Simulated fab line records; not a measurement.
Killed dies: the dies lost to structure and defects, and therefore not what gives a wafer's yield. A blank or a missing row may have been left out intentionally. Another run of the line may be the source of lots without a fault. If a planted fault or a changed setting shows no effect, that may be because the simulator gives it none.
Which tool was responsible?	flow sky130	42 wafers from 14 lots sampled at 2 of the route's 708 steps

WHAT THE GAUGES SHOWED, per wafer
No reading from a measuring or inspecting step in the record can be judged against a usual standard deviation.

WHICH TOOL RAN EACH LOT (tool, then ch and the chambers of the sampled wafers, then the start)
lot	SKY_FIELD_ISO_WET_ETCH_28	SKY_PAD_OPEN_PROBE_99
L733	wet_bench-02 ch 3, day 2 20:55	-
L735	wet_bench-01 ch 2, day 3 06:31	-
L736	wet_bench-02 ch 3, day 3 12:11	-
L738	wet_bench-01 ch 0, day 3 20:50	-
L739	wet_bench-02 ch 3, day 3 21:58	-
L740	wet_bench-04 ch 1, day 4 04:50	-
L741	wet_bench-04 ch 3, day 4 09:08	-
L742	wet_bench-01 ch 0, day 4 14:20	-
L743	wet_bench-04 ch 0, day 4 18:45	-
L747	wet_bench-02 ch 0, day 5 18:32	-
L749	wet_bench-02 ch 1, day 6 01:29	prober-01, day 49 21:25
L750	wet_bench-02 ch 0, day 6 07:27	prober-02, day 50 04:31
L752	wet_bench-01 ch 1, day 6 20:50	-
L755	wet_bench-01 ch 2, day 7 09:41	-
- SKY_FIELD_ISO_WET_ETCH_28: etches SiO2 in dHF, target depth 23.7 nm, time 47 s.
- SKY_PAD_OPEN_PROBE_99

WHAT THE TOOLS THEMSELVES READ (means of the sampled wafers that have a number; where no wafer has one, the mark that the record gives instead)
SKY_PAD_OPEN_PROBE_99. Usual: killed_at_M0_to_M3 43, standard deviation 7.3; killed_at_M4_up 3.6, standard deviation 1.9; killed_at_contacts 23, standard deviation 5.3; killed_at_front_end 15, standard deviation 4.5; killed_at_other 0.3, standard deviation 0.72; killed_dies 85, standard deviation 9.4; killed_open 46, standard deviation 6.7; killed_short 38, standard deviation 6.8.
lot	tool	killed_at_M0_to_M3	killed_at_M4_up	killed_at_contacts	killed_at_front_end	killed_at_other	killed_dies	killed_open	killed_short	flag
L749	prober-01	45	3.7	19	64	0.0	132	44	41	OFF
L750	prober-02	38	3.7	26	64	0.0	131	42	38	OFF

THE ANSWER, worked out from the rows above alone
Rule: a lot is off if the mean of its wafers that have a number lies more than 3 standard deviations from the usual mean. Also off: a lot with no number at a reading for which 4 or more lots have one. Any other lot the step has rows for is counted as sound. First the gauges in route order, then the tools' own readings, where a lot's mean is used as printed above. The first step at which some lot is off is used, and at that step the reading that is off furthest; a lot without a number counts as furthest.
Off: L749, L750 (SKY_PAD_OPEN_PROBE_99, killed_at_front_end). Neither off nor sound, because the step has no rows for them: L733, L735, L736, L738, L739, L740, L741, L742, L743, L747, L752, L755.
If a tool, at that step or one of the process steps before it, ran each lot that is off and ran no sound lot following the first of them, it fits. One candidate fits, namely wet_bench-02 at SKY_FIELD_ISO_WET_ETCH_28. It ran no sound lot before its first lot that is off in this sample, so the start can't be narrowed down.

WHAT THE SIMULATOR HAD INSERTED
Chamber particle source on wet_bench-02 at SKY_FIELD_ISO_WET_ETCH_28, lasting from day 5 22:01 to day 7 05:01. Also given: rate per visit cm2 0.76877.
Shown lots that were struck: L749, L750. The same result came from the rule above.
